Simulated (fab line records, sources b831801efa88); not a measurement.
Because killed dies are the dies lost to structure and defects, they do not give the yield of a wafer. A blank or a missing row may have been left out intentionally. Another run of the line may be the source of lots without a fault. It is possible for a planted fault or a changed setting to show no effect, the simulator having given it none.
Split-lot trial ; flow sky130 ; 23 wafers read from 5 lots, route of 708 steps

ABOUT THE SPLIT
At SKY_RES_XHIGH_IMPLANT_07, the setting dose cm2 was moved away from the recipe's 3.6e+14 on 10 of the 23 wafers read, by -6.5% to +5.4%. For the rest of the wafers, this setting stayed at what the recipe calls for.

FROM THE SPLIT TO THE READING: what the file shows between them, 11 steps
- SKY_RES_XHIGH_STRIP_08: strips in O2/N2
- SKY_RES_XHIGH_TW_MEAS_09
- SKY_SD_N_DEVELOP_06: develop time 60 s (also split here: dev temp c)
- SKY_SD_N_CD_MEAS_07: target cd 380 nm
- SKY_SD_N_IMPLANT_09 (also split here: energy kev)
- SKY_SD_N_IMPLANT_10
- SKY_SD_N_STRIP_11: strips in O2/N2
- SKY_SD_N_TW_MEAS_12
- SKY_SD_N_CLEAN_13: cleans in SC1/SC2, time 150 s
- SKY_SD_N_RTA_14: time 2 s
- SKY_SD_N_RS_MEAS_16: measures by four-point-probe

THE READING
RES_XHIGH_RS in ohm/sq, measured at SKY_SD_N_RS_MEAS_18 by four-point-probe. On this fab line, fault-free wafers typically give 333.2 ohm/sq with a standard deviation of 1.2 ohm/sq.

wafer;tool, chamber at the split;dose cm2 as run;against the recipe;RES_XHIGH_RS, ohm/sq;against lot-mates on the recipe
L074.1;implanter-01, 0;3.6e+14;recipe;333.8;-
L074.2;implanter-01, 0;3.796e+14;+5.4%;317.9;-15.2
L074.3;implanter-01, 0;3.6e+14;recipe;332.4;-
L074.4;implanter-01, 0;3.796e+14;+5.4%;317.5;-15.6
L074.6;implanter-01, 0;3.796e+14;+5.4%;317.8;-15.3
L078.1;implanter-01, 0;3.7e+14;+2.8%;325.6;-6.9
L078.2;implanter-01, 0;3.6e+14;recipe;332.8;-
L078.4;implanter-01, 0;3.6e+14;recipe;332.2;-
L078.5;implanter-01, 0;3.7e+14;+2.8%;323.6;-8.9
L078.6;implanter-01, 0;3.7e+14;+2.8%;324.2;-8.3
L081.2;implanter-04, 0;3.6e+14;recipe;331.6;-
L081.3;implanter-04, 0;3.6e+14;recipe;334.2;-
L081.6;implanter-04, 0;3.6e+14;recipe;334.4;-
L083.1;implanter-02, 0;3.478e+14;-3.4%;343.0;+10.0
L083.2;implanter-02, 0;3.6e+14;recipe;333.3;-
L083.4;implanter-02, 0;3.6e+14;recipe;331.3;-
L083.5;implanter-02, 0;3.6e+14;recipe;334.5;-
L083.6;implanter-02, 0;3.478e+14;-3.4%;343.5;+10.5
L085.1;implanter-02, 0;3.365e+14;-6.5%;354.3;+21.7
L085.2;implanter-02, 0;3.6e+14;recipe;333.0;-
L085.3;implanter-02, 0;3.6e+14;recipe;332.4;-
L085.4;implanter-02, 0;3.6e+14;recipe;332.3;-
L085.6;implanter-02, 0;3.365e+14;-6.5%;353.6;+21.0

THE FIT
A straight line over all 23 wafers: RES_XHIGH_RS changes by -3.02 ohm/sq for each +1% of dose cm2; r = -0.99; the points scatter about the line by 1 ohm/sq.
The same after taking each lot's own level away (the mean of its wafers on the recipe; 23 wafers): -3.03 ohm/sq for each +1%; r = -0.99; scatter 1 ohm/sq.
That fit puts the effect of the largest move of dose cm2 on the reading at 20 ohm/sq.
Measured against the standard deviation above, the lots' own levels, which go from 332.50 to 333.40 ohm/sq, span 0.8 times it.
Hence the lot-to-lot level has little effect on the slope; both slopes agree.
Check: with one of the wafers moved furthest among these (-6.5%) left out of the fit, the line predicts +19.6 ohm/sq for it against its lot-mates. It came out at +21.7 ohm/sq against them.

THESE WAFERS: OTHER SPLITS
Before the reading, these wafers also passed through other splits. Each is held against what the fit with the lots' levels taken away leaves over:
other split on the same wafers;wafers away from the commonest value;r with RES_XHIGH_RS (lot level and that fit taken away)
SKY_SD_P_DEVELOP_06 develop time s;6;+0.34
SKY_SD_N_DEVELOP_06 dev temp c;10;-0.11
SKY_SD_N_IMPLANT_09 energy kev;12;-0.14

THE WHOLE CHAIN: every reading that the file lists as answering this split, in the file's order
step;what it does;reading;change (the file's fit);r (the file's)
SKY_RES_XHIGH_TW_MEAS_09;;RES_XHIGH_TW;+4.8 for each +1% of the setting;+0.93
SKY_SD_N_RS_MEAS_18;measures by four-point-probe;RES_XHIGH_RS;-3.06 for each +1% of the setting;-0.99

THE FILE'S OWN FIT
RES_XHIGH_RS changes by -3.06 ohm/sq for each +1% of dose cm2, r = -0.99.
